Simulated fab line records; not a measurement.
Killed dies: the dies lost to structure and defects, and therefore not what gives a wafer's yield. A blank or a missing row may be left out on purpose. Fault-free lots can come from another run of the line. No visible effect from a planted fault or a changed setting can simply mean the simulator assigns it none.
Which tool is to blame?    flow gf180mcu    24 lots, 72 wafers sampled, at 5 steps of a route of 602

## WHAT THE GAUGES SHOWED, per wafer
GF_M2_RS_MEAS_05: a four-point-probe measurement. Usual: M2_ALCU_RS 0.0696 ohm/sq, standard deviation 0.00073.
lot   measured      on             M2_ALCU_RS (ohm/sq)   flag
L074  day 18 05:50  film metro-02  0.0690 0.0700 0.0687  
L075  day 18 11:44  film metro-03  0.0693 0.0690 0.0694  
L076  day 18 19:56  film metro-02  0.0692 0.0697 0.0703  
L077  day 19 07:43  film metro-04  0.0697 0.0684 0.0692  
L078  day 19 17:07  film metro-03  0.0688 0.0696 0.0696  
L079  day 20 02:52  film metro-02  0.0678 0.0686 0.0684  
L080  day 20 18:11  film metro-04  0.0687 0.0685 0.0688  
L081  day 20 20:29  film metro-03  0.0688 0.0687 0.0683  
L082  day 21 09:55  film metro-02  0.0701 0.0700 0.0704  
L083  day 21 19:50  film metro-03  0.0693 0.0686 0.0692  
L084  day 22 01:50  film metro-03  0.0697 0.0693 0.0696  
L085  day 22 10:52  film metro-02  0.0703 0.0702 0.0698  
L086  day 22 18:51  film metro-03  0.0694 0.0690 0.0694  
L087  day 22 22:19  film metro-04  0.0699 0.0700 0.0702  
L088  day 23 12:20  film metro-02  0.0686 0.0698 0.0691  
L089  day 23 17:37  film metro-04  0.0693 0.0699 0.0695  
L090  day 24 05:22  film metro-04  0.0690 0.0700 0.0691  
L091  day 24 08:28  film metro-02  0.0698 0.0714 0.0699  
L092  day 25 01:14  film metro-02  0.0687 0.0694 0.0696  
L093  day 25 02:01  film metro-02  0.0708 0.0697 0.0704  
L094  day 25 10:52  film metro-04  0.0703 0.0707 0.0701  
L095  day 25 16:37  film metro-03  0.0706 0.0703 0.0712  
L096  day 26 02:28  film metro-04  0.0682 0.0688 0.0683  
L097  day 26 09:26  film metro-03  0.0703 0.0705 0.0700  

GF_V3_THK_MEAS_25: measures by xrf. Usual: V3_W_THK 351 nm, standard deviation 4.2.
lot   measured      on             V3_W_THK (nm)  flag
L074  day 22 12:35  film metro-01  350 345 351    
L075  day 22 22:07  film metro-02  349 352 353    
L076  day 23 01:52  film metro-03  344 345 345    
L077  day 23 13:17  film metro-02  361 356 355    
L078  day 23 21:07  film metro-02  348 349 354    
L079  day 24 05:10  film metro-02  349 355 352    
L080  day 24 19:43  film metro-01  347 350 346    
L081  day 24 23:28  film metro-02  351 356 351    
L082  day 25 08:59  film metro-02  363 354 359    
L083  day 25 21:52  film metro-03  359 358 349    
L084  day 26 01:31  film metro-02  345 354 353    
L085  day 26 06:58  film metro-01  344 344 349    
L086  day 26 16:52  film metro-03  352 353 350    
L087  day 26 20:44  film metro-02  348 354 357    
L088  day 27 06:10  film metro-01  356 347 346    
L089  day 27 11:28  film metro-01  355 352 350    
L090  day 27 23:50  film metro-03  356 354 353    
L091  day 28 02:01  film metro-02  355 346 355    
L092  day 28 19:53  film metro-02  348 353 351    
L093  day 28 19:54  film metro-03  351 353 348    
L094  day 29 00:37  film metro-02  351 351 350    
L095  day 29 06:35  film metro-02  352 354 349    
L096  day 29 15:17  film metro-03  347 343 346    
L097  day 29 22:07  film metro-02  348 345 347    

GF_V4_THK_MEAS_25: measures by xrf. Usual: V4_W_THK 349 nm, standard deviation 5.
lot   measured      on             V4_W_THK (nm)  flag
L074  day 24 13:22  film metro-01  353 349 347    
L075  day 24 22:35  film metro-03  342 342 339    
L076  day 25 00:46  film metro-03  356 356 354    
L077  day 25 11:13  film metro-04  347 346 341    
L078  day 25 21:31  film metro-01  353 355 352    
L079  day 26 04:01  film metro-03  350 348 355    
L080  day 26 17:11  film metro-04  348 347 349    
L081  day 26 21:50  film metro-04  352 351 353    
L082  day 27 05:46  film metro-03  348 356 351    
L083  day 27 17:26  film metro-03  356 358 360    
L084  day 27 21:41  film metro-01  348 348 348    
L085  day 28 02:23  film metro-01  349 354 353    
L086  day 28 12:23  film metro-01  348 352 346    
L087  day 28 14:19  film metro-03  341 348 351    
L088  day 29 00:00  film metro-03  347 344 349    
L089  day 29 06:13  film metro-01  356 358 352    
L090  day 29 17:08  film metro-04  347 344 345    
L091  day 29 19:43  film metro-01  350 351 345    
L092  day 30 12:58  film metro-03  345 348 345    
L093  day 30 13:10  film metro-04  345 340 349    
L094  day 30 17:41  film metro-04  349 349 344    
L095  day 30 22:58  film metro-01  347 350 351    
L096  day 31 07:00  film metro-01  341 347 347    
L097  day 31 12:52  film metro-04  343 345 345    

GF_V5_BOW_MEAS_05. Usual: V5_BOW 135 um, standard deviation 10.
lot   measured      on             V5_BOW (um)  flag
L074  day 26 09:28  film metro-02  143 143 139  
L075  day 26 21:46  film metro-03  131 138 131  
L076  day 26 22:17  film metro-01  152 142 133  
L077  day 27 07:05  film metro-02  127 118 128  
L078  day 27 16:36  film metro-01  135 131 142  
L079  day 27 23:40  film metro-01  161 153 157  
L080  day 28 12:20  film metro-03  144 146 153  
L081  day 28 16:41  film metro-03  127 136 146  
L082  day 28 22:35  film metro-02  141 129 136  
L083  day 29 10:21  film metro-02  145 132 138  
L084  day 29 14:53  film metro-02  157 135 142  
L085  day 29 19:17  film metro-01  129 135 135  
L086  day 30 05:11  film metro-02  129 129 120  
L087  day 30 07:08  film metro-01  152 155 135  
L088  day 30 16:02  film metro-01  139 146 142  
L089  day 30 21:31  film metro-02  111 109 106  
L090  day 31 07:38  film metro-01  155 135 140  
L091  day 31 10:43  film metro-03  123 131 136  
L092  day 32 02:28  film metro-03  129 139 130  
L093  day 32 03:05  film metro-03  124 126 112  
L094  day 32 07:01  film metro-02  125 131 128  
L095  day 32 12:07  film metro-02  128 119 132  
L096  day 32 19:13  film metro-03  139 128 125  
L097  day 33 00:27  film metro-01  120 125 137  

## TOOL THAT RAN EACH LOT (tool first, then ch and the chambers of the sampled wafers, then the start)
lot   GF_M4_METAL_ETCH_16
L074  rie metal-04 ch 0,1, day 23 12:13
L075  rie metal-03 ch 1, day 23 21:29
L076  rie metal-04 ch 0,1, day 24 00:28
L077  rie metal-04 ch 0,1, day 24 12:23
L078  rie metal-02 ch 0,1, day 24 19:56
L079  rie metal-04 ch 0,1, day 25 04:07
L080  rie metal-04 ch 0, day 25 17:32
L081  rie metal-04 ch 0,1, day 25 22:49
L082  rie metal-04 ch 0,1, day 26 06:47
L083  rie metal-03 ch 0,1, day 26 18:56
L084  rie metal-03 ch 0,1, day 26 22:54
L085  rie metal-03 ch 0,1, day 27 04:09
L086  rie metal-02 ch 0, day 27 13:29
L087  rie metal-04 ch 1, day 27 16:47
L088  rie metal-04 ch 0, day 28 02:20
L089  rie metal-03 ch 0,1, day 28 08:19
L090  rie metal-03 ch 0,1, day 28 20:04
L091  rie metal-04 ch 0,1, day 28 21:41
L092  rie metal-02 ch 0,1, day 29 15:11
L093  rie metal-04 ch 0,1, day 29 15:39
L094  rie metal-02 ch 0,1, day 29 20:02
L095  rie metal-04 ch 0,1, day 30 02:23
L096  rie metal-02 ch 1, day 30 10:50
L097  rie metal-03 ch 0,1, day 30 16:52
- GF_M4_METAL_ETCH_16: etches the open film in Cl2/BCl3, stops on SiO2, target depth 627.5 nm, time 104.6 s.

## WHAT THE TOOLS THEMSELVES READ (means of the sampled wafers that have a number; where no wafer has one, the mark that the record gives instead)
GF_M4_METAL_ETCH_16. Usual: drypump motor current A 5.99 A, standard deviation 0.2; oes product au 0.972 a.u., standard deviation 0.0062; throttle valve pct 28.250 %, standard deviation 0.011.
lot   tool          drypump motor current A (A)  oes product au (a.u.)  throttle valve pct (%)  flag
L074  rie metal-04  5.92                         0.974                  28.241                  
L075  rie metal-03  6.36                         0.974                  28.245                  
L076  rie metal-04  5.94                         0.973                  28.253                  
L077  rie metal-04  5.93                         0.963                  28.249                  
L078  rie metal-02  5.91                         0.970                  28.252                  
L079  rie metal-04  5.93                         0.966                  28.252                  
L080  rie metal-04  5.90                         0.973                  28.240                  
L081  rie metal-04  5.93                         0.970                  28.249                  
L082  rie metal-04  5.94                         0.969                  28.262                  
L083  rie metal-03  6.09                         0.971                  28.248                  
L084  rie metal-03  6.08                         0.979                  28.235                  
L085  rie metal-03  6.10                         0.982                  28.239                  
L086  rie metal-02  5.64                         0.969                  28.248                  
L087  rie metal-04  5.94                         0.966                  28.251                  
L088  rie metal-04  5.89                         0.965                  28.254                  
L089  rie metal-03  6.22                         0.975                  28.240                  
L090  rie metal-03  6.25                         0.976                  28.243                  
L091  rie metal-04  5.93                         0.972                  28.254                  
L092  rie metal-02  5.91                         0.977                  28.242                  
L093  rie metal-04  5.93                         0.973                  28.257                  
L094  rie metal-02  5.91                         0.979                  28.245                  
L095  rie metal-04  5.95                         0.969                  28.254                  
L096  rie metal-02  6.02                         0.973                  28.254                  
L097  rie metal-03  6.23                         0.972                  28.246                  

## THE ANSWER, worked out from the rows above alone
Rule: take the mean of a lot's wafers that have a number; if it is more than 3 standard deviations from the usual mean, the lot is off. Also off: a lot with no number at a reading for which 4 or more lots have one. Where the step has rows for the other lots, those lots are counted as sound. First the gauges in route order, then the tools' own readings, where a lot's mean is used as printed above. The first step at which some lot is off is used, and at that step the reading that is off furthest; a lot without a number counts as furthest.
No lot is off on any of the readings shown, so nothing can be concluded from this.

## WHAT WAS PUT IN BY THE SIMULATOR
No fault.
